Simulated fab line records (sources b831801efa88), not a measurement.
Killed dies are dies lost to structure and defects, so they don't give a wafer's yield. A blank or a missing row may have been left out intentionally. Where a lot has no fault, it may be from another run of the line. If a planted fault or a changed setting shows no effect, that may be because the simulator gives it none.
Which of the tools did it? -- flow sky130 -- Sampling: 13 lots, 39 wafers, 5 of 708 route steps

## WHAT EACH GAUGE READ, for each wafer
SKY_NWELL_THK_MEAS_02. Usual: NWELL_OXIDATION_THK gives 9.97 nm (standard deviation 0.16).
lot,measured,on,NWELL_OXIDATION_THK (nm),flag
L662,day 2 10:37,film_metro-01,9.99 9.90 9.86,
L663,day 2 16:37,film_metro-03,15.78 16.20 16.26,OFF
L665,day 3 13:07,film_metro-01,10.28 10.15 10.06,
L669,day 4 14:18,film_metro-03,16.68 16.61 16.67,OFF
L670,day 4 15:28,film_metro-02,16.18 16.13 16.17,OFF
L671,day 4 13:19,film_metro-01,9.71 9.90 9.75,
L674,day 5 08:59,film_metro-01,10.10 10.20 10.02,
L675,day 5 08:59,film_metro-02,10.17 10.12 10.04,
L676,day 5 16:07,film_metro-01,9.86 9.79 10.06,
L679,day 6 07:23,film_metro-02,10.21 10.15 10.06,
L682,day 6 20:08,film_metro-01,9.96 9.94 9.83,
L684,day 7 11:03,film_metro-02,9.70 9.63 9.67,
L685,day 7 13:09,film_metro-02,9.88 9.93 9.93,

SKY_SONOS_TUNNEL_CD_MEAS_07: the cd target is 410 nm. Usual: 410.0 nm for cd_nm, sd 2.8.
lot,measured,on,cd_nm (nm),flag
L662,day 11 10:16,cd_sem-02,407.2 407.9 409.8,
L663,day 11 17:14,cd_sem-02,406.0 403.9 405.2,
L665,day 13 03:41,cd_sem-01,413.6 413.6 414.7,
L669,day 14 17:40,cd_sem-02,410.3 409.0 410.9,
L670,day 14 18:36,cd_sem-01,408.5 406.3 408.7,
L671,day 14 21:10,cd_sem-01,409.2 409.3 407.4,
L674,day 16 01:05,cd_sem-01,408.3 409.7 407.2,
L675,day 15 22:54,cd_sem-01,410.3 411.6 410.8,
L676,day 16 12:28,cd_sem-02,408.9 408.1 408.2,
L679,day 17 07:56,cd_sem-02,408.8 406.7 407.3,
L682,day 18 03:14,cd_sem-01,407.7 409.4 407.5,
L684,day 19 04:14,cd_sem-02,412.3 413.2 412.9,
L685,day 19 06:41,cd_sem-01,412.7 412.7 412.3,

SKY_POLY_GATE_OVL_MEAS_14. Usual: POLY_GATE_OVL gives -2 nm (standard deviation 5.1).
lot,measured,on,POLY_GATE_OVL (nm),flag
L662,day 16 15:40,overlay-02,9 5 5,
L663,day 16 20:09,overlay-01,-3 1 1,
L665,day 18 07:30,overlay-02,1 -4 -2,
L669,day 20 11:37,overlay-02,-8 -13 -9,
L670,day 20 13:55,overlay-02,-10 -1 -9,
L671,day 20 13:55,overlay-01,2 -5 0,
L674,day 21 18:03,overlay-01,-3 -8 -4,
L675,day 21 09:51,overlay-01,-3 4 1,
L676,day 22 14:01,overlay-01,7 2 3,
L679,day 22 23:33,overlay-02,4 7 6,
L682,day 23 17:57,overlay-02,-4 7 0,
L684,day 24 17:21,overlay-01,2 -7 -7,
L685,day 24 19:46,overlay-02,0 -1 5,

## TOOL THAT RAN EACH LOT (tool first, then ch and the chambers of the sampled wafers, then the start)
lot,SKY_NWELL_OXIDATION_01,SKY_NWELL_RTA_28
L662,"furnace-02 ch 0, day 2 09:12","rtp_anneal-01 ch 0, day 5 04:12"
L663,"furnace-01 ch 0, day 2 13:40","rtp_anneal-02 ch 0, day 5 10:04"
L665,"furnace-01 ch 0, day 3 11:43","rtp_anneal-01 ch 0, day 6 13:32"
L669,"furnace-01 ch 0, day 4 10:08","rtp_anneal-02 ch 0, day 7 18:06"
L670,"furnace-02 ch 0, day 4 11:55 and furnace-01 ch 0, day 4 14:04","rtp_anneal-01 ch 0, day 7 18:42"
L671,"furnace-02 ch 0, day 4 11:55","rtp_anneal-02 ch 0, day 7 19:35"
L674,"furnace-02 ch 0, day 5 07:35","rtp_anneal-01 ch 0, day 8 16:35"
L675,"furnace-02 ch 0, day 5 07:35","rtp_anneal-02 ch 0, day 8 15:39"
L676,"furnace-01 ch 0, day 5 14:41","rtp_anneal-01 ch 0, day 9 01:54"
L679,"furnace-02 ch 0, day 6 05:59","rtp_anneal-02 ch 0, day 9 17:53"
L682,"furnace-02 ch 0, day 6 18:44","rtp_anneal-01 ch 0, day 10 10:17"
L684,"furnace-01 ch 0, day 7 09:40","rtp_anneal-01 ch 0, day 11 04:13"
L685,"furnace-02 ch 0, day 7 11:44","rtp_anneal-02 ch 0, day 11 05:35"
- SKY_NWELL_OXIDATION_01: stabilise 600 s, purge 300 s, target thk 10 nm.
- SKY_NWELL_RTA_28: time 30 s.

## AS READ BY THE TOOLS THEMSELVES (means over the sampled wafers that have a number; for cases with no such wafer, the mark the record gives instead)
SKY_NWELL_OXIDATION_01. Usual: 900.01 C for tube_center_temp_C, sd 0.085.
lot,tool,tube_center_temp_C (C),flag
L662,furnace-02,900.01,
L663,furnace-01,899.99,
L665,furnace-01,899.96,
L669,furnace-01,900.08,
L670,furnace-02/furnace-01,900.06,
L671,furnace-02,899.94,
L674,furnace-02,900.05,
L675,furnace-02,900.02,
L676,furnace-01,900.00,
L679,furnace-02,900.03,
L682,furnace-02,900.08,
L684,furnace-01,900.00,
L685,furnace-02,900.05,

SKY_NWELL_RTA_28. Usual: lamp_power_pct 25.30 %, standard deviation 0.053; wafer_temp_C_max 1054.9, standard deviation 0.95.
lot,tool,lamp_power_pct (%),wafer_temp_C_max,flag
L662,rtp_anneal-01,25.34,1055.3,
L663,rtp_anneal-02,25.32,1054.8,
L665,rtp_anneal-01,25.34,1054.8,
L669,rtp_anneal-02,25.32,1055.4,
L670,rtp_anneal-01,25.26,1054.4,
L671,rtp_anneal-02,25.28,1056.6,
L674,rtp_anneal-01,25.29,1055.6,
L675,rtp_anneal-02,25.33,1055.5,
L676,rtp_anneal-01,25.30,1054.2,
L679,rtp_anneal-02,25.32,1055.2,
L682,rtp_anneal-01,25.33,1055.1,
L684,rtp_anneal-01,25.30,1054.3,
L685,rtp_anneal-02,25.29,1054.4,

## THE ANSWER, worked out from the rows above alone
Rule: lot off if the mean of its wafers having a number is beyond 3 standard deviations from the usual mean. Also off: a lot with no number at a reading for which 4 or more lots have one. All remaining lots with rows at the step are treated as sound. The gauges are gone through in route order, then the tools' own readings, and for those a lot's mean is taken as printed above. The first step at which some lot is off is used, and at that step the reading that is off furthest; a lot without a number counts as furthest.
Off: L663, L669, L670, at SKY_NWELL_THK_MEAS_02 (NWELL_OXIDATION_THK).
If a tool, at a process step before that reading, ran all the lots that are off and no sound lot after the first of them, it fits. The gauges at SKY_NWELL_THK_MEAS_02 are tried like those tools. No candidate that was tried fits.

## WHAT THE SIMULATOR PUT IN
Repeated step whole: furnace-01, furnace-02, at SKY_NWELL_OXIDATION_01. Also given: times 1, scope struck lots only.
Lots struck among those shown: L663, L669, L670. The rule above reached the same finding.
